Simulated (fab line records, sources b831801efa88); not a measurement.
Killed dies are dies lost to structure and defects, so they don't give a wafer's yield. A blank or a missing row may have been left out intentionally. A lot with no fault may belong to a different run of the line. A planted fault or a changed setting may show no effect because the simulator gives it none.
Which tool was responsible? ; flow sky130 ; 6 lots, 18 wafers sampled, at 3 steps of a route of 708

WHAT THE GAUGES SHOWED, per wafer
SKY_METAL1_OVL_MEAS_16.
lot;measured;on;METAL1_OVL (nm)
L926;day 33 17:23;overlay-01;-3 -6 -7
L929;day 34 20:42;overlay-02;12 7 8
L931;day 35 15:37;overlay-02;0 -6 3
L935;day 36 13:17;overlay-02;13 7 8
L941;day 38 11:47;overlay-02;8 5 1
L946;day 40 02:03;overlay-02;5 2 1

TOOL THAT RAN EACH LOT (tool first, then ch and the chambers of the sampled wafers, then the start)
lot;SKY_LDD_LDN_IMPLANT_08;SKY_RES_XHIGH_STRIP_08
L926;implanter-03 ch 0, day 24 00:05;plasma-asher-01 ch 0,1, day 27 17:56
L929;implanter-01 ch 0, day 25 03:26;plasma-asher-03 ch 0,1, day 28 20:11
L931;implanter-03 ch 0, day 25 22:38;plasma-asher-01 ch 0,1, day 29 17:49
L935;implanter-03 ch 0, day 26 23:29;plasma-asher-04 ch 0,1, day 30 16:10
L941;implanter-01 ch 0, day 29 03:32;plasma-asher-04 ch 0,1, day 32 17:37
L946;implanter-03 ch 0, day 30 23:43;plasma-asher-04 ch 0,1, day 34 10:37
- SKY_LDD_LDN_IMPLANT_08
- SKY_RES_XHIGH_STRIP_08: strips in O2/N2.

THE ANSWER, worked out from the rows above alone
Rule: what is usual is taken from the lots themselves. Put in order of their means at a reading, lots are off if they are a third of the lots or fewer, leave a main group of 4 or more, and stand apart from it by a gap of 3 or more times the standard deviation of the main group's means; of several such gaps the widest counts. A main group is skipped when, at the precision printed for the reading in the tables above, its means are all equal. A lot without any number at a reading at which 4 lots or more have one is off too. Where the step has rows for the other lots, those lots are counted as sound.
Across all readings shown, no lot is off: no conclusion can be drawn from this.

WHAT THE SIMULATOR HAD INSERTED
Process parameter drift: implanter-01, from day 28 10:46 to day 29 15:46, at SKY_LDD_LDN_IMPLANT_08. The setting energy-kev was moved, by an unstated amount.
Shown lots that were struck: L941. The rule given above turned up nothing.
